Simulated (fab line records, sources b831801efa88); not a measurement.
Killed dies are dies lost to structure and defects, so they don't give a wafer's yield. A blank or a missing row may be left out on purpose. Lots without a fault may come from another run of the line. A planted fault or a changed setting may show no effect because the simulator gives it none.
Which tool did it? | flow gf180mcu | 13 lots, 39 wafers sampled, at 6 steps of a route of 602

WHAT THE GAUGES READ, wafer by wafer
GF_MVSD_OVL_MEAS_07.
lot  | measured     | on         | MVSD_OVL (nm)
L303 | day 4 10:36  | overlay-01 | 1.1 1.2 0.1
L304 | day 4 18:42  | overlay-02 | 0.5 -0.5 0.4
L307 | day 5 10:19  | overlay-01 | - - -
L308 | day 5 16:09  | overlay-01 | 0.8 3.1 0.8
L310 | day 6 03:30  | overlay-02 | -0.5 0.1 -0.4
L317 | day 7 19:22  | overlay-01 | 0.2 2.4 0.0
L318 | day 8 02:41  | overlay-02 | 0.8 1.1 1.5
L320 | day 8 13:22  | overlay-02 | -1.1 -0.2 0.8
L322 | day 9 00:28  | overlay-02 | 0.4 -0.8 0.7
L323 | day 9 06:04  | overlay-02 | 0.8 2.4 1.3
L324 | day 9 12:58  | overlay-02 | 0.7 0.8 0.9
L325 | day 9 19:18  | overlay-02 | 0.2 0.8 -0.6
L326 | day 10 01:07 | overlay-02 | -1.8 0.5 2.0

GF_MVSD_TW_MEAS_11.
lot  | measured     | on            | MVSD_TW
L303 | day 4 11:02  | film_metro-02 | 1602 1610 1598
L304 | day 4 19:08  | film_metro-01 | 1600 1599 1603
L307 | day 5 10:46  | film_metro-01 | 30 30 30
L308 | day 5 16:35  | film_metro-01 | 1597 1594 1593
L310 | day 6 03:56  | film_metro-03 | 1593 1599 1594
L317 | day 7 19:49  | film_metro-02 | 1592 1588 1590
L318 | day 8 03:07  | film_metro-03 | 1586 1599 1594
L320 | day 8 13:47  | film_metro-02 | 1597 1595 1594
L322 | day 9 00:55  | film_metro-02 | 1580 1581 1582
L323 | day 9 06:31  | film_metro-03 | 1599 1602 1603
L324 | day 9 13:25  | film_metro-03 | 1596 1587 1593
L325 | day 9 19:44  | film_metro-02 | 1589 1583 1588
L326 | day 10 01:32 | film_metro-01 | 1595 1588 1583

GF_CONTACT_THK_MEAS_01.
lot  | measured     | on            | CONTACT_CVD_00_THK (nm)
L303 | day 15 02:34 | film_metro-01 | 306.7 302.8 300.1
L304 | day 15 14:32 | film_metro-02 | 304.4 306.4 307.9
L307 | day 16 19:05 | film_metro-03 | 301.1 301.6 300.8
L308 | day 17 02:05 | film_metro-01 | 304.1 301.4 302.8
L310 | day 17 22:17 | film_metro-01 | 302.9 306.5 306.6
L317 | day 20 08:35 | film_metro-02 | 302.9 303.6 304.0
L318 | day 20 14:30 | film_metro-03 | 307.0 305.8 302.1
L320 | day 21 11:31 | film_metro-03 | 306.5 306.8 306.3
L322 | day 21 20:56 | film_metro-03 | 303.9 305.5 304.3
L323 | day 22 07:47 | film_metro-02 | 306.5 302.7 306.3
L324 | day 22 17:34 | film_metro-01 | 307.0 303.9 305.4
L325 | day 22 23:32 | film_metro-01 | 303.5 309.0 305.3
L326 | day 23 09:39 | film_metro-03 | 303.6 304.8 309.5

WHICH TOOL RAN EACH LOT (tool, then ch and the chambers of the sampled wafers, then the start)
lot  | GF_NWELL_STRIP_10                   | GF_MVSD_EXPOSE_04                  | GF_MVSD_STRIP_10
L303 | plasma_asher-03 ch 0,1, day 3 07:58 | iline_stepper-01 ch 0, day 4 04:23 | plasma_asher-01 ch 0,1, day 4 10:56
L304 | plasma_asher-01 ch 0,1, day 3 15:33 | iline_stepper-01 ch 0, day 4 12:02 | plasma_asher-02 ch 0,1, day 4 19:02
L307 | plasma_asher-03 ch 0,1, day 4 06:25 | iline_stepper-01 ch 0, day 5 03:47 | plasma_asher-04 ch 0,1, day 5 10:39
L308 | plasma_asher-03 ch 0, day 4 11:18   | iline_stepper-01 ch 0, day 5 09:00 | plasma_asher-01 ch 0,1, day 5 16:29
L310 | plasma_asher-03 ch 0,1, day 4 22:10 | iline_stepper-02 ch 0, day 5 20:38 | plasma_asher-01 ch 0,1, day 6 03:50
L317 | plasma_asher-01 ch 0,1, day 6 12:34 | iline_stepper-02 ch 0, day 7 11:27 | plasma_asher-04 ch 0,1, day 7 19:43
L318 | plasma_asher-03 ch 0,1, day 6 18:52 | iline_stepper-01 ch 0, day 7 18:29 | plasma_asher-02 ch 0,1, day 8 03:01
L320 | plasma_asher-01 ch 0,1, day 7 04:28 | iline_stepper-01 ch 0, day 8 05:15 | plasma_asher-04 ch 0,1, day 8 13:41
L322 | plasma_asher-03 ch 0,1, day 7 14:44 | iline_stepper-02 ch 0, day 8 16:02 | plasma_asher-04 ch 0,1, day 9 00:50
L323 | plasma_asher-01 ch 0,1, day 7 20:35 | iline_stepper-01 ch 0, day 8 21:43 | plasma_asher-01 ch 0,1, day 9 06:25
L324 | plasma_asher-01 ch 0,1, day 8 02:44 | iline_stepper-02 ch 0, day 9 03:44 | plasma_asher-04 ch 0,1, day 9 13:19
L325 | plasma_asher-01 ch 0,1, day 8 08:37 | iline_stepper-02 ch 0, day 9 10:19 | plasma_asher-02 ch 0,1, day 9 19:38
L326 | plasma_asher-04 ch 0,1, day 8 14:38 | iline_stepper-01 ch 0, day 9 17:01 | plasma_asher-04 ch 0,1, day 10 01:26
- GF_NWELL_STRIP_10: strips in O2/N2.
- GF_MVSD_EXPOSE_04: exposes mask MVSD, target cd 1000 nm.
- GF_MVSD_STRIP_10: strips in O2/N2.

WHAT THE TOOLS THEMSELVES READ (means of the sampled wafers that have a number; where no wafer has one, the mark that the record gives instead)
GF_NWELL_STRIP_10.
lot  | tool            | drypump_motor_current_A (A) | heater_power_w (W) | oes_product_au (a.u.) | strip_time_to_endpoint_s (s)
L303 | plasma_asher-03 | 5.6                         | 315                | 0.723                 | 37.03
L304 | plasma_asher-01 | 6.2                         | 290                | 0.727                 | 37.18
L307 | plasma_asher-03 | 5.8                         | 303                | 0.721                 | 36.85
L308 | plasma_asher-03 | 5.9                         | 296                | 0.724                 | 36.97
L310 | plasma_asher-03 | 5.8                         | 308                | 0.720                 | 37.07
L317 | plasma_asher-01 | 6.1                         | 303                | 0.721                 | 37.01
L318 | plasma_asher-03 | 5.8                         | 299                | 0.725                 | 37.02
L320 | plasma_asher-01 | 6.1                         | 302                | 0.720                 | 37.05
L322 | plasma_asher-03 | 5.8                         | 307                | 0.727                 | 37.27
L323 | plasma_asher-01 | 6.1                         | 303                | 0.722                 | 37.24
L324 | plasma_asher-01 | 6.1                         | 303                | 0.728                 | 36.91
L325 | plasma_asher-01 | 6.2                         | 297                | 0.720                 | 37.18
L326 | plasma_asher-04 | 5.5                         | 302                | 0.724                 | 37.16

GF_MVSD_EXPOSE_04.
lot  | tool             | reticle_temp_C (C)
L303 | iline_stepper-01 | 22.89
L304 | iline_stepper-01 | 22.94
L307 | iline_stepper-01 | 22.98
L308 | iline_stepper-01 | 23.03
L310 | iline_stepper-02 | 23.05
L317 | iline_stepper-02 | 23.01
L318 | iline_stepper-01 | 23.16
L320 | iline_stepper-01 | 22.83
L322 | iline_stepper-02 | 22.96
L323 | iline_stepper-01 | 22.93
L324 | iline_stepper-02 | 23.14
L325 | iline_stepper-02 | 23.01
L326 | iline_stepper-01 | 23.14

GF_MVSD_STRIP_10.
lot  | tool            | drypump_motor_current_A (A) | heater_power_w (W) | oes_product_au (a.u.) | strip_time_to_endpoint_s (s)
L303 | plasma_asher-01 | 6.1                         | 303                | 0.720                 | 36.96
L304 | plasma_asher-02 | 5.6                         | 291                | 0.722                 | 36.99
L307 | plasma_asher-04 | 5.2                         | 314                | 0.725                 | 36.97
L308 | plasma_asher-01 | 6.1                         | 298                | 0.723                 | 37.03
L310 | plasma_asher-01 | 6.2                         | 293                | 0.721                 | 36.97
L317 | plasma_asher-04 | 5.2                         | 315                | 0.718                 | 37.16
L318 | plasma_asher-02 | 5.6                         | 286                | 0.719                 | 36.95
L320 | plasma_asher-04 | 5.2                         | 314                | 0.722                 | 37.15
L322 | plasma_asher-04 | 5.5                         | 306                | 0.723                 | 37.09
L323 | plasma_asher-01 | 6.1                         | 295                | 0.725                 | 37.00
L324 | plasma_asher-04 | 5.2                         | 313                | 0.724                 | 37.09
L325 | plasma_asher-02 | 5.6                         | 285                | 0.724                 | 36.99
L326 | plasma_asher-04 | 5.2                         | 317                | 0.725                 | 37.08

THE ANSWER, worked out from the rows above alone
Rule: what is usual is taken from the lots themselves. Put in order of their means at a reading, lots are off if they are a third of the lots or fewer, leave a main group of 4 or more, and stand apart from it by a gap of 3 or more times the standard deviation of the main group's means; of several such gaps the widest counts. A main group whose means are all the same, to the digits that the tables above print for the reading, isn't used. A lot without any number at a reading at which 4 lots or more have one is off too. The other lots that the step has rows for count as sound. The gauges are gone through in route order, then the tools' own readings, and for those a lot's mean is taken as printed above. The first step at which some lot is off is used, and at that step the reading that is off furthest; a lot without a number counts as furthest.
Off: L307, at GF_MVSD_OVL_MEAS_07 (MVSD_OVL). Without a number there: L307. The main group: mean 0.6 nm, standard deviation 0.6.
A tool fits if, at a process step before that reading, it ran every lot that is off, and no sound lot after the first of them. The gauges at GF_MVSD_OVL_MEAS_07 aren't tried: what is off there is off at GF_MVSD_TW_MEAS_11 too, on other tools, and a gauge's error can't cause that. None of those tried fits.

WHAT THE SIMULATOR HAD PUT IN
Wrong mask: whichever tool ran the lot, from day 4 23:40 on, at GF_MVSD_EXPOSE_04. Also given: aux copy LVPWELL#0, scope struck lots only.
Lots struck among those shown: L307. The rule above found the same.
